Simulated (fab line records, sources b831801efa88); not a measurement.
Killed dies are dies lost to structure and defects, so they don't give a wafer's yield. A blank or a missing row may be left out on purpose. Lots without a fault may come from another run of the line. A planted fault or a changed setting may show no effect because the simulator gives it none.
Which tool did it? | flow sky130 | 14 lots, 42 wafers sampled, at 1 step of a route of 708

WHAT THE GAUGES READ, wafer by wafer
The record holds no reading of a measuring or inspecting step that can be judged against a usual standard deviation.

WHICH TOOL RAN EACH LOT (tool, then ch and the chambers of the sampled wafers, then the start)
lot  | SKY_VIA4_SPUTTER_17
L888 | pvd_sputter-04, day 41 23:43
L889 | pvd_sputter-02, day 42 10:11
L890 | pvd_sputter-04, day 42 20:46
L891 | pvd_sputter-04, day 43 00:56
L892 | pvd_sputter-01, day 43 08:59
L900 | pvd_sputter-02, day 45 20:41
L901 | pvd_sputter-02, day 46 01:49
L902 | pvd_sputter-02, day 46 06:58
L903 | pvd_sputter-01, day 46 14:34
L904 | pvd_sputter-04, day 46 20:31
L905 | pvd_sputter-01, day 47 01:32
L906 | pvd_sputter-01, day 47 10:07
L909 | pvd_sputter-04, day 48 02:50
L910 | pvd_sputter-04, day 48 03:59
- SKY_VIA4_SPUTTER_17: material TiN, target thk 20 nm, time 80 s.

WHAT THE TOOLS THEMSELVES READ (means of the sampled wafers that have a number; where no wafer has one, the mark that the record gives instead)
SKY_VIA4_SPUTTER_17. Usual: chamber_pressure_pa 5.000 Pa, standard deviation 0.0097; throttle_valve_pct 30.0 %, standard deviation 1.1.
lot  | tool           | chamber_pressure_pa (Pa) | throttle_valve_pct (%) | flag
L888 | pvd_sputter-04 | 5.007                    | 30.5                   |
L889 | pvd_sputter-02 | 5.000                    | 29.6                   |
L890 | pvd_sputter-04 | 5.000                    | 30.0                   |
L891 | pvd_sputter-04 | 4.995                    | 29.9                   |
L892 | pvd_sputter-01 | 5.004                    | 28.9                   |
L900 | pvd_sputter-02 | 5.001                    | 30.8                   |
L901 | pvd_sputter-02 | 4.563                    | 32.0                   | OFF
L902 | pvd_sputter-02 | 4.554                    | 32.5                   | OFF
L903 | pvd_sputter-01 | 4.999                    | 29.5                   |
L904 | pvd_sputter-04 | 4.999                    | 29.6                   |
L905 | pvd_sputter-01 | 5.011                    | 29.6                   |
L906 | pvd_sputter-01 | 4.999                    | 29.7                   |
L909 | pvd_sputter-04 | 4.994                    | 30.0                   |
L910 | pvd_sputter-04 | 5.011                    | 30.7                   |

THE ANSWER, worked out from the rows above alone
Rule: a lot is off if the mean of its wafers that have a number lies more than 3 standard deviations from the usual mean. A lot without any number at a reading at which 4 lots or more have one is off too. The other lots that the step has rows for count as sound. The gauges are gone through in route order, then the tools' own readings, and for those a lot's mean is taken as printed above. The first step at which some lot is off is used, and at that step the reading that is off furthest; a lot without a number counts as furthest.
Off: L901, L902, at SKY_VIA4_SPUTTER_17 (chamber_pressure_pa).
A tool fits if, at that step or a process step before it, it ran every lot that is off, and no sound lot after the first of them. One fits: pvd_sputter-02 at SKY_VIA4_SPUTTER_17. Its last sound lot is L900 (day 45 20:41), its first lot that is off L901 (day 46 01:49): a fault that began between those two fits.
The tool's own readings at SKY_VIA4_SPUTTER_17 bear it out: on the lots that are off they differ by more than 5 times the standard deviation of the sound lots' means. chamber_pressure_pa reads 4.559 Pa there against 5.002 Pa on the sound lots.

WHAT THE SIMULATOR HAD PUT IN
Process parameter drift: pvd_sputter-02, from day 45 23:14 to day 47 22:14, at SKY_VIA4_SPUTTER_17. Setting chamber_pressure_pa, moved by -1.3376, from 5. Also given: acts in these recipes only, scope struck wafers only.
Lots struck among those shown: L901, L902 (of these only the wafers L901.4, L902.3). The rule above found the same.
